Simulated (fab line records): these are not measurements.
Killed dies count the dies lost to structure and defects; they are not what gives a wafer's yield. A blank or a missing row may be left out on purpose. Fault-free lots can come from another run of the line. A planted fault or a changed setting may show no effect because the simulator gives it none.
Problem report in the 8D (eight disciplines) form, filled by code || flow sky130 || the parts of the form that need people (team, actions taken, sign-off) are left out

1. THE ISSUE
At SKY_LDD_N_IMPLANT_14, beamEnergyKeV averages 48.477 over 6 wafers from 2 lots, while fault-free wafers read 50.006, standard deviation 0.015. That is -99 or more standard deviations from the usual mean.
First observed at day 20 06:27: wafer L236.1, on implanter-04. The record has a number at this step for 36 wafers belonging to 12 lots. By rule, "out" or "out of limits" means more than 4 standard deviations away from the usual mean. Any other wafer with a number is counted as sound.

2. WHAT IT IS AND WHAT IT IS NOT
{"question": "which readings at this step", "is": "beamEnergyKeV", "is not": "-"}
{"question": "which lots", "is": "L236, L239", "is not": "L230, L231, L233, L243, L246, L248, L250, L251, L252, L253"}
{"question": "which wafers of those lots", "is": "all that have a number", "is not": "-"}
{"question": "read on which tools", "is": "implanter-04", "is not": "implanter-01, implanter-03"}
{"question": "when", "is": "from day 20 06:27", "is not": "up to then (9 sound wafers); but 21 sound wafers of L243, L246, L248, L250, L251, L252, L253 came after"}

3. WHAT RULES OUT EACH SUSPECT
Counting: a tool at any process step up to the reading remains a suspect when it ran all the lots that are out and ran no sound lot after the first of those.
- plasmaAsher-04 at SKY_POLY_GATE_STRIP_18 (strips in O2/N2): ruled out as a lasting fault. After its first lot that is out, L236 (day 18 20:07), sound lots L251 ran on it.
- implanter-04 at SKY_LDD_N_IMPLANT_14: ruled out as a lasting fault. After its first lot that is out, L236 (day 20 06:27), sound lots L246, L248, L251 ran on it.
Left after counting: nothing in the record.

4. THE CAUSE (what the simulator had put in)
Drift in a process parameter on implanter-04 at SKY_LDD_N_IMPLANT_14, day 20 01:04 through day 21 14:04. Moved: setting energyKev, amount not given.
Counting ruled it out, wrongly.

5. THE EFFECT CHAIN, in route order
Each row: a reading whose mean over the struck wafers that have a number lies more than 3 standard deviations from the usual. Readings are gone through only where the record gives a usual standard deviation; hours: the median, over the lots, of the time from a lot's start at the first step in this table giving one to that lot's start at this step; sigmas: the change measured in usual standard deviations.
{"hours": 0, "step": "SKY_LDD_N_IMPLANT_14", "reading": "beamEnergyKeV", "usual": 50.006, "on struck wafers": 48.477, "change": -1.529, "sigmas": "-99 or more"}
It contains these process steps:
- SKY_LDD_N_IMPLANT_14

6. HOW IT WOULD HAVE BEEN CAUGHT EARLIER
The fault began at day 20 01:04; the first out-of-limits reading in this record came at day 20 06:27, 5 hours later.
